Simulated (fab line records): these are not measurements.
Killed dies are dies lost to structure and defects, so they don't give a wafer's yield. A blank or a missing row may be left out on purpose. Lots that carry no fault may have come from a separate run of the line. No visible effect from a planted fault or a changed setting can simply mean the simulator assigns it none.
What tool caused it? -- flow sky130 -- 13 lots, 39 wafers sampled, at 3 steps of a route of 708

== WHAT EACH GAUGE READ, for each wafer ==
SKY_GATE_OXIDE_OVL_MEAS_10.
lot,measured,on,GATE_OXIDE_OVL (nm)
L289,day 13 22:46,overlay-01,1.9 -0.1 -0.4
L290,day 14 08:10,overlay-02,0.1 0.6 -1.1
L291,day 14 13:00,overlay-01,0.0 0.2 1.5
L292,day 14 20:01,overlay-01,-0.5 1.0 -2.0
L293,day 16 14:17,overlay-02,-3.3 -3.7 -1.8
L295,day 16 21:04,overlay-02,-0.5 0.1 -0.8
L294,day 16 21:16,overlay-01,-2.4 -3.0 -0.5
L299,day 18 00:17,overlay-02,-1.0 1.1 0.1
L303,day 20 03:26,overlay-01,0.4 -2.0 -0.2
L304,day 20 17:45,overlay-01,-0.4 -1.7 -0.2
L308,day 21 23:12,overlay-01,-1.0 0.5 0.2
L309,day 21 23:16,overlay-02,0.0 0.8 0.8
L311,day 22 11:55,overlay-01,-2.7 -1.8 -0.8

SKY_POLY_GATE_THK_MEAS_01.
lot,measured,on,POLY_GATE_CVD_00_THK (nm)
L289,day 14 03:46,film_metro-02,180.5 179.8 180.2
L290,day 14 12:33,film_metro-02,180.4 179.3 179.5
L291,day 14 16:59,film_metro-03,179.0 180.7 179.6
L292,day 15 00:06,film_metro-04,180.7 181.7 180.7
L293,day 16 18:40,film_metro-04,180.4 180.9 180.2
L295,day 17 00:22,film_metro-02,177.5 179.8 178.9
L294,day 17 01:34,film_metro-02,182.8 181.5 180.6
L299,day 18 03:31,film_metro-02,180.4 178.6 178.4
L303,day 20 12:29,film_metro-02,180.2 180.4 178.0
L304,day 21 00:19,film_metro-02,179.2 178.8 178.2
L308,day 22 03:02,film_metro-03,177.1 176.1 178.3
L309,day 22 04:51,film_metro-03,176.7 176.4 176.2
L311,day 22 16:01,film_metro-04,174.6 173.6 175.4

== WHAT TOOL EACH LOT RAN ON (gives the tool, then ch and the chambers of the sampled wafers, and finally the start) ==
lot,SKY_SONOS_ONO_ETCH_15
L289,"rie_diel-03 ch 1,2,3, day 12 18:52"
L290,"rie_diel-04 ch 0,2, day 13 04:46"
L291,"rie_diel-04 ch 0,2, day 13 08:52"
L292,"rie_diel-03 ch 0,2,3, day 13 16:13"
L293,"rie_diel-02 ch 0,1,3, day 15 08:46"
L295,"rie_diel-02 ch 1,2,3, day 15 14:55"
L294,"rie_diel-03 ch 0,1,2, day 15 15:03"
L299,"rie_diel-04 ch 0,3, day 16 16:22"
L303,"rie_diel-03 ch 0,3, day 18 14:03"
L304,"rie_diel-02 ch 0,1,2, day 19 07:19"
L308,"rie_diel-02 ch 1,2, day 20 11:19"
L309,"rie_diel-02 ch 1,3, day 20 15:31"
L311,"rie_diel-04 ch 0,1,2, day 20 21:16"
- SKY_SONOS_ONO_ETCH_15: etches the open film in CHF3/O2, target depth 19.52 nm, time 7.8 s.

== AS READ BY THE TOOLS THEMSELVES (means over the sampled wafers that have a number; for cases with no such wafer, the mark the record gives instead) ==
SKY_SONOS_ONO_ETCH_15.
lot,tool,drypump_motor_current_A (A),oes_product_au (a.u.),throttle_valve_pct (%)
L289,rie_diel-03,5.3,1.001,8.822
L290,rie_diel-04,4.9,1.002,8.825
L291,rie_diel-04,4.9,0.997,8.829
L292,rie_diel-03,5.7,1.001,8.828
L293,rie_diel-02,5.6,0.997,8.828
L295,rie_diel-02,5.5,0.999,8.823
L294,rie_diel-03,5.4,0.993,8.821
L299,rie_diel-04,5.5,0.995,8.818
L303,rie_diel-03,5.8,0.995,8.815
L304,rie_diel-02,5.5,0.998,8.830
L308,rie_diel-02,5.5,0.999,8.830
L309,rie_diel-02,5.6,1.003,8.820
L311,rie_diel-04,5.1,0.994,8.819

== THE ANSWER, worked out from the rows above alone ==
Rule: the lots themselves supply what counts as usual. The widest of any qualifying gaps counts: lots, ordered by their means at a reading, are off when they make up no more than a third of the lots, leave a main group of 4 or more, and stand apart from it by 3 or more times the standard deviation of that group's means. A main group whose means are all the same, to the digits that the tables above print for the reading, isn't used. A lot without any number at a reading at which 4 lots or more have one is off too. Any other lot the step has rows for is counted as sound. First the gauges in route order, then the tools' own readings, where a lot's mean is used as printed above. At the first step where some lot is off, the reading lying furthest off is the one used; lots without a number count as furthest.
Nothing can be told from this: no lot is off at any reading shown.

== WHAT THE SIMULATOR HAD PUT IN ==
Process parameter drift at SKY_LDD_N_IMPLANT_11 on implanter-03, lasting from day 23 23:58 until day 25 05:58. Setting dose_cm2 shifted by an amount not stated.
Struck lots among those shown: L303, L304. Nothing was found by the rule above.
